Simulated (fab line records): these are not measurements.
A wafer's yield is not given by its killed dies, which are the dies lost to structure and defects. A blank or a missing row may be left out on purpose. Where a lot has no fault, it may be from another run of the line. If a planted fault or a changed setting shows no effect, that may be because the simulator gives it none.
Which tool did it? | flow gf180mcu | 11 lots with 33 wafers sampled at 5 steps, on a route of 602 steps

== WHAT THE GAUGES SHOWED, per wafer ==
GF_M3_RS_MEAS_05: measures by four-point-probe. Usual: M3_ALCU_RS typically reads 0.0699 ohm/sq, with standard deviation 0.00079.
lot  | measured     | on            | M3_ALCU_RS (ohm/sq)                       | flag
L196 | day 20 19:34 | film_metro-02 | 0.0707 0.0710 0.0697                      |
L198 | day 21 10:07 | film_metro-01 | 0.0701 0.0691 0.0704                      |
L199 | day 21 18:34 | film_metro-03 | 0.0723 0.0708 0.0703                      |
L202 | day 22 22:08 | film_metro-03 | 0.0693 0.0704 0.0692 0.0693 0.0704 0.0692 |
L203 | day 23 02:53 | film_metro-01 | 0.0709 0.0711 0.0708 0.0710 0.0711 0.0708 |
L211 | day 25 23:17 | film_metro-03 | 0.0708 0.0709 0.0705                      |
L212 | day 26 06:19 | film_metro-01 | 0.0701 0.0703 0.0702                      |
L213 | day 26 14:05 | film_metro-02 | 0.0703 0.0699 0.0697                      |
L214 | day 27 07:45 | film_metro-01 | 0.0694 0.0693 0.0688                      |
L217 | day 27 19:11 | film_metro-01 | 0.0686 0.0686 0.0687                      |
L218 | day 28 02:01 | film_metro-02 | 0.0690 0.0693 0.0690                      |

GF_M3_CD_MEAS_14: target cd 280 nm. Usual: cd_nm 279.7 nm, standard deviation 1.2.
lot  | measured     | on        | cd_nm (nm)        | flag
L196 | day 21 20:06 | cd_sem-02 | 278.8 278.1 279.7 |
L198 | day 22 09:29 | cd_sem-01 | 278.9 280.4 279.7 |
L199 | day 22 17:48 | cd_sem-01 | 279.7 279.7 279.8 |
L202 | day 23 20:28 | cd_sem-01 | 281.4 279.7 282.0 |
L203 | day 24 01:01 | cd_sem-02 | 279.8 280.7 280.1 |
L211 | day 26 19:47 | cd_sem-01 | 281.2 280.5 282.2 |
L212 | day 27 02:55 | cd_sem-02 | 278.5 279.0 278.8 |
L213 | day 27 10:44 | cd_sem-02 | 279.9 279.1 279.7 |
L214 | day 28 03:01 | cd_sem-02 | 279.2 279.6 279.7 |
L217 | day 28 14:12 | cd_sem-02 | 281.4 280.8 281.9 |
L218 | day 28 21:08 | cd_sem-02 | 278.8 279.9 277.8 |

== TOOL THAT RAN EACH LOT (tool first, then ch and the chambers of the sampled wafers, then the start) ==
lot  | GF_V2_SPUTTER_21             | GF_M3_SPUTTER_00             | GF_M3_SPUTTER_01
L196 | pvd_sputter-04, day 20 18:37 | pvd_sputter-03, day 20 19:19 | pvd_sputter-03, day 20 19:25
L198 | pvd_sputter-04, day 21 09:11 | pvd_sputter-03, day 21 09:53 | pvd_sputter-03, day 21 09:59
L199 | pvd_sputter-02, day 21 17:38 | pvd_sputter-04, day 21 18:20 | pvd_sputter-04, day 21 18:26
L202 | pvd_sputter-03, day 22 21:11 | pvd_sputter-04, day 22 21:53 | pvd_sputter-04, day 22 21:59
L203 | pvd_sputter-04, day 23 01:58 | pvd_sputter-03, day 23 02:39 | pvd_sputter-03, day 23 02:45
L211 | pvd_sputter-04, day 25 22:21 | pvd_sputter-01, day 25 23:02 | pvd_sputter-01, day 25 23:08
L212 | pvd_sputter-03, day 26 05:24 | pvd_sputter-04, day 26 06:05 | pvd_sputter-04, day 26 06:11
L213 | pvd_sputter-03, day 26 13:09 | pvd_sputter-03, day 26 13:50 | pvd_sputter-03, day 26 13:56
L214 | pvd_sputter-04, day 27 06:47 | pvd_sputter-04, day 27 07:29 | pvd_sputter-04, day 27 07:35
L217 | pvd_sputter-04, day 27 18:16 | pvd_sputter-04, day 27 18:57 | pvd_sputter-04, day 27 19:03
L218 | pvd_sputter-02, day 28 01:05 | pvd_sputter-04, day 28 01:47 | pvd_sputter-04, day 28 01:53
- GF_V2_SPUTTER_21: material Ti, target thk 15 nm, time 80.02 s.
- GF_M3_SPUTTER_00: material Ti, target thk 37.5 nm, time 150 s.
- GF_M3_SPUTTER_01: material TiN, target thk 30 nm, time 25 s.

== WHAT THE TOOLS THEMSELVES READ (means of the sampled wafers that have a number; where no wafer has one, the mark that the record gives instead) ==
GF_V2_SPUTTER_21. Usual: cathode_dc_power_W 2500.1 W, standard deviation 0.45; chamber_pressure_pa 4.998 Pa, standard deviation 0.01; throttle_valve_pct 30.4 %, standard deviation 0.6.
lot  | tool           | cathode_dc_power_W (W) | chamber_pressure_pa (Pa) | throttle_valve_pct (%) | flag
L196 | pvd_sputter-04 | 2499.9                 | 5.000                    | 31.2                   |
L198 | pvd_sputter-04 | 2500.1                 | 4.985                    | 30.8                   |
L199 | pvd_sputter-02 | 2500.2                 | 5.003                    | 29.8                   |
L202 | pvd_sputter-03 | 2500.2                 | 5.006                    | 30.3                   |
L203 | pvd_sputter-04 | 2500.2                 | 4.996                    | 31.0                   |
L211 | pvd_sputter-04 | 2500.0                 | 5.004                    | 30.9                   |
L212 | pvd_sputter-03 | 2499.8                 | 4.997                    | 30.6                   |
L213 | pvd_sputter-03 | 2500.2                 | 4.993                    | 30.7                   |
L214 | pvd_sputter-04 | 2499.8                 | 4.999                    | 30.9                   |
L217 | pvd_sputter-04 | 2499.8                 | 4.997                    | 31.0                   |
L218 | pvd_sputter-02 | 2500.1                 | 4.994                    | 29.7                   |

GF_M3_SPUTTER_00. Usual: cathode_dc_power_W 4000.0 W, standard deviation 0.71; chamber_pressure_pa 2.000 Pa, standard deviation 0.0039; throttle_valve_pct 30.7 %, standard deviation 0.55.
lot  | tool           | cathode_dc_power_W (W) | chamber_pressure_pa (Pa) | throttle_valve_pct (%) | flag
L196 | pvd_sputter-03 | 3999.9                 | 1.998                    | 30.3                   |
L198 | pvd_sputter-03 | 3999.8                 | 1.999                    | 30.4                   |
L199 | pvd_sputter-04 | 4000.4                 | 1.998                    | 31.0                   |
L202 | pvd_sputter-04 | 4000.4                 | 1.999                    | 30.8                   |
L203 | pvd_sputter-03 | 3999.4                 | 1.998                    | 30.6                   |
L211 | pvd_sputter-01 | 3999.9                 | 1.998                    | 30.5                   |
L212 | pvd_sputter-04 | 3999.9                 | 1.999                    | 31.0                   |
L213 | pvd_sputter-03 | 4000.1                 | 2.000                    | 30.7                   |
L214 | pvd_sputter-04 | 4000.3                 | 2.002                    | 30.8                   |
L217 | pvd_sputter-04 | 4000.0                 | 2.004                    | 31.0                   |
L218 | pvd_sputter-04 | 4000.9                 | 2.003                    | 31.1                   |

GF_M3_SPUTTER_01. Usual: cathode_dc_power_W 6499.9 W, standard deviation 1.1; chamber_pressure_pa 0.4000 Pa, standard deviation 0.0008; throttle_valve_pct 30.7 %, standard deviation 0.55.
lot  | tool           | cathode_dc_power_W (W) | chamber_pressure_pa (Pa) | throttle_valve_pct (%) | flag
L196 | pvd_sputter-03 | 6500.5                 | 0.4002                   | 30.3                   |
L198 | pvd_sputter-03 | 6498.8                 | 0.3995                   | 30.4                   |
L199 | pvd_sputter-04 | 6499.8                 | 0.4003                   | 31.0                   |
L202 | pvd_sputter-04 | -                      | -                        | -                      | OFF
L203 | pvd_sputter-03 | -                      | -                        | -                      | OFF
L211 | pvd_sputter-01 | 6499.6                 | 0.4002                   | 30.5                   |
L212 | pvd_sputter-04 | 6500.3                 | 0.3991                   | 31.0                   |
L213 | pvd_sputter-03 | 6498.8                 | 0.3995                   | 30.8                   |
L214 | pvd_sputter-04 | 6499.8                 | 0.3995                   | 30.8                   |
L217 | pvd_sputter-04 | 6500.7                 | 0.4006                   | 31.0                   |
L218 | pvd_sputter-04 | 6500.1                 | 0.4002                   | 31.0                   |

== THE ANSWER, worked out from the rows above alone ==
Rule: take the mean of a lot's wafers that have a number; if it is more than 3 standard deviations from the usual mean, the lot is off. Also off: a lot with no number at a reading for which 4 or more lots have one. Where the step has rows for the other lots, those lots are counted as sound. The gauges are gone through in route order, then the tools' own readings, and for those a lot's mean is taken as printed above. The first step at which some lot is off is used, and at that step the reading that is off furthest; a lot without a number counts as furthest.
Off, at GF_M3_SPUTTER_01 on cathode_dc_power_W: L202, L203. Without a number there: L202, L203.
If a tool, at that step or one of the process steps before it, ran each lot that is off and ran no sound lot following the first of them, it fits. None of those tried fits.

== WHAT THE SIMULATOR PUT IN ==
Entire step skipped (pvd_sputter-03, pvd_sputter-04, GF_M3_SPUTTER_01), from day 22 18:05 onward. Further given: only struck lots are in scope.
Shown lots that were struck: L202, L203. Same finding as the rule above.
